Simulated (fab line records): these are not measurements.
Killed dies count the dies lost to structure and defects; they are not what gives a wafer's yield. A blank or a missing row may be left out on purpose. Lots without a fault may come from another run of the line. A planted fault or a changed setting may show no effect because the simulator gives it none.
Chamber matching :: flow sfq_line :: rie_diel-04 running SFQ_TRILAYER_I1_VIA_ETCH_VIA_ETCH_052: 4 sister chambers
The step etches SiO2 in CHF3, stops on Nb, target depth 260 nm. 8 wafers are shown with their chamber, then 7 later ones without.

== WAFERS PAIRED WITH THEIR CHAMBERS ==
wafer: L676.2
chamber: 0
oes_product_au (a.u.): 0.854
rf_fwd_power_W (W): 498.0

wafer: L679.4
chamber: 0
oes_product_au (a.u.): 0.850
rf_fwd_power_W (W): 499.8

wafer: L679.6
chamber: 2
oes_product_au (a.u.): 0.853
rf_fwd_power_W (W): 496.0

wafer: L682.2
chamber: 1
oes_product_au (a.u.): 0.855
rf_fwd_power_W (W): 497.3

wafer: L682.4
chamber: 3
oes_product_au (a.u.): 0.851
rf_fwd_power_W (W): 500.3

wafer: L682.6
chamber: 1
oes_product_au (a.u.): 0.855
rf_fwd_power_W (W): 495.7

wafer: L690.1
chamber: 2
oes_product_au (a.u.): 0.864
rf_fwd_power_W (W): 496.6

wafer: L690.2
chamber: 3
oes_product_au (a.u.): 0.855
rf_fwd_power_W (W): 499.0

== WAFERS MISSING THEIR CHAMBER ==
wafer: L690.5
oes_product_au (a.u.): 0.855
rf_fwd_power_W (W): 498.4

wafer: L698.1
oes_product_au (a.u.): 0.857
rf_fwd_power_W (W): 498.0

wafer: L698.5
oes_product_au (a.u.): 0.865
rf_fwd_power_W (W): 498.8

wafer: L698.6
oes_product_au (a.u.): 0.866
rf_fwd_power_W (W): 497.6

wafer: L699.2
oes_product_au (a.u.): 0.857
rf_fwd_power_W (W): 499.4

wafer: L699.3
oes_product_au (a.u.): 0.856
rf_fwd_power_W (W): 499.0

wafer: L699.5
oes_product_au (a.u.): 0.856
rf_fwd_power_W (W): 499.2

== WHICH CHAMBER EACH WENT THROUGH ==
wafer: L690.5
from the rows above: can't be placed: 0 or 3 or 1 or 2
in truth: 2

wafer: L698.1
from the rows above: can't be placed: 0 or 1 or 2 or 3
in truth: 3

wafer: L698.5
from the rows above: can't be placed: 3 or 2 or 0 or 1
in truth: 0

wafer: L698.6
from the rows above: can't be placed: 2 or 1 or 0 or 3
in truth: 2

wafer: L699.2
from the rows above: can't be placed: 3 or 0
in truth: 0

wafer: L699.3
from the rows above: can't be placed: 0 or 3 or 1 or 2
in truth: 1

wafer: L699.5
from the rows above: can't be placed: 3 or 0 or 1
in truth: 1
0 of 7 placed correctly. Cannot be placed on the basis of these rows: 7; the candidates contain the true chamber in 7. Wrongly placed: 0.
How it was worked out, from the rows above alone: a wafer's distance from a chamber is the root of the sum, over the readings, of the square of ((its reading less the chamber's mean) divided by the reading's scatter). If the next closest chamber is less than 2 further off than the closest, the wafer can't be placed; otherwise it belongs to the closest. The mean given for a chamber averages the wafers shown for that chamber. How the scatter is found: for the shown wafers, subtract from each reading the mean of its chamber, square and add these, divide the total by (wafers less chambers), then take the root.
